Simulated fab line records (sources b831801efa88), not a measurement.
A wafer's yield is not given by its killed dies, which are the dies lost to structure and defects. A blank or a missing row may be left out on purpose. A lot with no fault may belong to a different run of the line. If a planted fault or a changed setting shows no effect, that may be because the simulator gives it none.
Chamber matching ; flow gf180mcu ; rie_diel-04 running GF_SAB_ETCH_11: 4 sister chambers
The step etches SiO2 in C4F8/O2/Ar, target depth 55 nm, time 8.5 s. 18 wafers are shown with their chamber, then 9 later ones without.

WAFERS, EACH WITH ITS CHAMBER
wafer;chamber;oes_product_au (a.u.);bias_w (W)
L288.4;3;0.991;1200
L288.5;1;0.976;1201
L288.6;2;0.980;1203
L290.1;0;0.991;1197
L290.2;2;0.997;1196
L290.6;3;0.984;1203
L291.1;1;0.993;1199
L291.4;0;1.012;1194
L291.5;3;0.991;1199
L292.2;0;1.008;1197
L292.4;3;0.986;1200
L292.6;1;0.994;1195
L294.3;1;1.010;1203
L294.5;1;0.993;1198
L294.6;0;0.998;1204
L298.3;1;0.995;1198
L298.5;3;0.995;1200
L298.6;0;0.997;1198

SIGNATURES, as means of the wafers listed above
reading;chamber 0;chamber 1;chamber 2;chamber 3;scatter within a chamber
oes_product_au;1.00120;0.99350;0.98850;0.98940;0.00886
bias_w;1198.00;1199.00;1199.50;1200.40;3
Rule: distance of a wafer from a chamber = root of the sum over the readings of ((wafer's reading minus chamber's mean) / reading's scatter) squared. If the next closest chamber is less than 2 further off than the closest, the wafer can't be placed; otherwise it belongs to the closest. The scatter: take each reading less its chamber's mean, square it, sum over the shown wafers, divide by the number of wafers less the number of chambers, and take the root.

WAFERS WHOSE CHAMBER IS MISSING
wafer;oes_product_au (a.u.);bias_w (W)
L307.1;0.998;1202
L307.2;0.995;1201
L307.6;0.993;1204
L309.2;0.998;1196
L309.3;0.998;1202
L309.4;0.996;1199
L310.1;0.993;1202
L310.5;0.999;1198
L310.6;0.988;1208

CHAMBER TAKEN BY EACH
wafer;from the rows above;in truth
L307.1;can't be placed: 3 or 1 or 2 or 0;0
L307.2;can't be placed: 3 or 1 or 2 or 0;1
L307.6;can't be placed: 3 or 2 or 1 or 0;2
L309.2;can't be placed: 0 or 1 or 2 or 3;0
L309.3;can't be placed: 3 or 1 or 2 or 0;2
L309.4;can't be placed: 1 or 0 or 2 or 3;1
L310.1;can't be placed: 3 or 2 or 1 or 0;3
L310.5;can't be placed: 0 or 1 or 2 or 3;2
L310.6;can't be placed: 3 or 2 or 1 or 0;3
Placed correctly: 0 of 9. Unplaceable from these rows: 9, with the true chamber sitting among the candidates in 9. 0 placed wrongly.
